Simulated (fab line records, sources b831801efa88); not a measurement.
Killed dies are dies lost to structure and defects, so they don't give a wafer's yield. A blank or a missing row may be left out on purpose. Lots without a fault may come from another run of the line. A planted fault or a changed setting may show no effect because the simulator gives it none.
Chamber matching | flow sky130 | SKY_METAL3_ETCH_17 on rie_diel-02: 4 sister chambers
The step etches SiO2 in C4F8/O2/Ar, stops on TiN, time 3.9 s, target depth 15 nm. 4 wafers are shown with their chamber, then 8 later ones without.

WAFERS WITH THEIR CHAMBER
wafer  | chamber | oes_product_au (a.u.)
L087.1 | 0       | 0.766
L087.2 | 2       | 0.757
L087.3 | 3       | 0.759
L093.1 | 1       | 0.752

WAFERS WITHOUT THEIR CHAMBER
wafer  | oes_product_au (a.u.)
L093.2 | 0.750
L093.3 | 0.748
L093.4 | 0.756
L093.5 | 0.763
L093.6 | 0.760
L095.1 | 0.761
L095.5 | 0.766
L095.6 | 0.775

WHICH CHAMBER EACH WENT THROUGH
wafer  | from the rows above               | in truth
L093.2 | can't be placed: 1 or 2 or 3      | 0
L093.3 | can't be placed: 1 or 2 or 3      | 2
L093.4 | can't be placed: 2 or 3 or 1      | 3
L093.5 | can't be placed: 0 or 3 or 2      | 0
L093.6 | can't be placed: 3 or 2 or 0 or 1 | 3
L095.1 | can't be placed: 3 or 2 or 0 or 1 | 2
L095.5 | can't be placed: 0 or 3           | 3
L095.6 | can't be placed: 0 or 3           | 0
Placed correctly: 0 of 8. Can't be placed from these rows: 8 (the true chamber is among the candidates in 7). Placed wrongly: 0.
How it was worked out, from the rows above alone: a wafer's distance from a chamber is the root of the sum, over the readings, of the square of ((its reading less the chamber's mean) divided by the reading's scatter). The wafer belongs to the nearest chamber; if the next one is less than 2 further off, it can't be placed. A chamber's mean is the mean of its shown wafers. The scatter: with one shown wafer a chamber, the root of the mean of the squares of how far each hidden wafer lies from its nearest shown one.
